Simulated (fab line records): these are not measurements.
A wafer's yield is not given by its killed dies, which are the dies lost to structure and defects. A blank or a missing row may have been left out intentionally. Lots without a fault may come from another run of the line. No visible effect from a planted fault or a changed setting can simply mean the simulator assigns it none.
2 desks, one fault + flow gf180mcu + each desk holds nothing but its own numbers, with what lay behind them at the end

DESK OF THE TOOL OWNER: rie_diel-04
The tool's own readings at GF_STI_ETCH_13 (etches the open film in CHF3/O2, stops on Si, target depth 282.31 nm, time 112.9 s): means of the sampled wafers that have a number, for each lot that ran on this tool. The brackets show how far a lot's mean lies from the usual mean; more than 4 standard deviations puts the lot out of limits, marked OUT.
Columns: A = bias_w at GF_STI_ETCH_13, usual 200.1 W; B = chamber_pressure_mTorr at GF_STI_ETCH_13, usual 40.00 mTorr; C = drypump_motor_current_A at GF_STI_ETCH_13, usual 5.6 A; D = oes_product_au at GF_STI_ETCH_13, usual 0.833 a.u.; E = throttle_valve_pct at GF_STI_ETCH_13, usual 8.810 %
| lot  | first seen here | A               | B     | C   | D     | E     |
|------|-----------------|-----------------|-------|-----|-------|-------|
| L103 | day 4 14:47     | 175.3 (-44) OUT | 40.01 | 5.8 | 0.836 | 8.817 |
| L106 | day 5 05:59     | 174.9 (-44) OUT | 40.02 | 5.3 | 0.835 | 8.812 |
This desk's finding: out of limits on L103, L106; first on L103, day 4 14:47 (bias_w at GF_STI_ETCH_13). In limits: none.

FROM THE METROLOGY DESK
Lot by lot, what the gauges showed, no matter which tool ran the lot: averages of those sampled wafers that carry a number. The brackets show how far a lot's mean lies from the usual mean; more than 4 standard deviations puts the lot out of limits, marked OUT.
Columns: A = STI_OXIDATION_THK at GF_STI_THK_MEAS_02, usual 10.08 nm; B = STI_CVD_03_THK at GF_STI_THK_MEAS_04, usual 207.4 nm; C = cd_nm at GF_STI_CD_MEAS_12, usual 220.1 nm
| lot  | first seen here | A     | B     | C     |
|------|-----------------|-------|-------|-------|
| L999 | day 2 23:20     | 10.16 | 208.0 | 220.9 |
| L103 | day 3 23:25     | 10.25 | 208.2 | 220.0 |
| L104 | day 4 03:19     | 10.48 | 203.9 | 221.2 |
| L106 | day 4 14:24     | 9.86  | 208.2 | 220.8 |
| L110 | day 5 05:31     | 10.05 | 205.6 | 219.0 |
| L114 | day 6 01:45     | 9.68  | 204.9 | 218.6 |
Result from this desk: across the 6 lots, nothing is out of limits.

BROUGHT TOGETHER
An alarm could have come from the tool owner's desk at day 4 14:47, on L103, L106.
At the metrology desk, nothing out of limits was observed.
The metrology desk holds a record of L103, L106, inside its limits.
Every lot named ran GF_STI_ETCH_13 on rie_diel-04.

WHAT THE SIMULATOR PUT IN
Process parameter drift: rie_diel-04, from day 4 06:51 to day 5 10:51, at GF_STI_ETCH_13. A move of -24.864 in setting bias_w, from 200. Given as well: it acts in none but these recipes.
Struck lots among those shown: L103, L106.
Each desk's first reading out of limits, in hours after the fault started: the tool owner's desk, 8.
